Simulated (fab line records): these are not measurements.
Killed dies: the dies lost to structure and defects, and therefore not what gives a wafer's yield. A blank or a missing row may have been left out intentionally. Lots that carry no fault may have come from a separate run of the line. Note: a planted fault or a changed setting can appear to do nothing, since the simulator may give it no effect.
A lot that was struck, set against a sound lot | flow gf180mcu | 27 out of 602 route steps
Sound: the wafers L317.3, L317.5, L317.6. Wafers struck: L311.1, L311.5, L311.6. At the end, the cause is stated.
Each step with rows lists, per side, the tool, then ch with its chambers, then its first start. Under that, the readings that differ: sound wafers | struck wafers | difference of the means | sigmas: that difference in standard deviations of wafers without a fault.
alike: same words and numbers on both sides, and readings whose means sit less than 2 such deviations apart. not compared: any withheld reading, any reading some wafer has no value for, any bound like >300 that may hide the same value, and any number with overlapping values for which the record gives no deviation.
Wherever a step has rows on one side only, a row that says differs or no value, or a row with sigmas, the two part there. Non-overlapping numbers with no deviation appear without sigmas and do not part them. Lack of a reading on every wafer of one side parts them only where that side has two or more wafers.

first, 8 steps without rows for these wafers: GF_M2_PEB_12 (peb time 90 s); GF_M2_DEVELOP_13 (develop time 60 s); GF_M2_METAL_ETCH_16 (etches the open film in Cl2/BCl3, stops on SiO2, target depth 750.8 nm, time 125.1 s); GF_M2_STRIP_17 (strips in O2/N2); GF_M2_STRIP_18 (strips in post etch residue remover, time 1200 s); GF_M2_CLEAN_19 (cleans in DIW); GF_V2_CVD_00 (deposits SiO2, target thk 600 nm, time 100 s); GF_V2_CVD_02 (deposits SiO2 from TEOS, target thk 850 nm, time 94.851 s).
GF_V2_CMP_04: polishes SiO2.
  sound on cmp-02 ch 1,2,3, day 26 19:05; struck on cmp-02 ch 0,1, day 25 04:05
  no value came back on the struck wafers for edge zone pressure frac, head pressure psi (psi), motor current A (A), time to endpoint s (s); on the sound wafers edge zone pressure frac reads 1.002 0.994 0.996
  reading                             | sound             | struck            | difference | sigmas
  model.SiO2_of_V2_CVD_02.thk nm (nm) | 635.5 635.4 635.3 | 855.1 841.9 855.7 | +215.5     |
then, 9 steps without rows for these wafers: GF_V2_DEHYDRATE_06 (time 60 s); GF_V2_HMDS_07 (prime time 60 s); GF_V2_COAT_08; GF_V2_COAT_09 (resist thk 1000 nm); GF_V2_SOFTBAKE_10 (time 60 s); GF_V2_EXPOSE_11 (exposes mask Via2, target cd 260 nm); GF_V2_PEB_12 (peb time 90 s); GF_V2_DEVELOP_13 (develop time 60 s); GF_V2_ETCH_16 (etches BARC in N2/H2).
GF_V2_ETCH_17: etches SiO2 in C4F8/O2/Ar, stops on TiN, target depth 630 nm.
  sound: rie diel-03 ch 2,3; struck: rie diel-03 ch 2,3
  reading                        | sound             | struck            | difference | sigmas
  oes product au (a.u.)          | 0.868 0.864 0.857 | 1.584 1.576 1.639 | +0.737     | +99 or more
  model.etch.depth nm (nm)       | 635.5 635.4 635.3 | 795.3 794.1 829.4 | +170.9     |
  model.V2.feature depth nm (nm) | 635.5 635.4 635.3 | 795.3 794.1 829.4 | +170.9     |
then, 6 steps without rows for these wafers: GF_V2_STRIP_18 (strips in O2/N2); GF_V2_STRIP_19 (strips in post etch residue remover, time 1200 s); GF_V2_CLEAN_20 (cleans in DIW); GF_V2_SPUTTER_21 (material Ti, target thk 15 nm, time 80.02 s); GF_V2_SPUTTER_22 (material TiN, target thk 10 nm, time 40 s); GF_V2_CVD_23 (deposits W, target thk 350 nm, time 104.94 s).
GF_V2_CMP_26: polishes, stops on SiO2, t overpolish 15 s, target thk 0 nm.
  sound on cmp-02 ch 0,1,2, day 27 16:19; struck on cmp-02 ch 0,2,3, day 26 02:55
  reading                             | sound             | struck          | difference | sigmas
  model.SiO2_of_V2_CVD_02.thk nm (nm) | 631.7 631.6 631.5 | 851.3 838.1 852 | +215.5     |
  alike: edge zone pressure frac, head pressure psi, motor current A
-- the record jumps here: 7 days lie between the struck wafers' starts before and after (it left off in module V2 and takes up again in module PASSIVATION, whose first step shown is number 602 of the route) --
GF_PASSIVATION_PROBE_99:
  record: rows for the struck wafers here (prober-02, day 33 13:22), none for the sound ones

WHERE THEY PART
Last at GF_PASSIVATION_PROBE_99 as far as this record goes, first at GF_V2_CMP_04.

WHY: the cause the simulator had injected
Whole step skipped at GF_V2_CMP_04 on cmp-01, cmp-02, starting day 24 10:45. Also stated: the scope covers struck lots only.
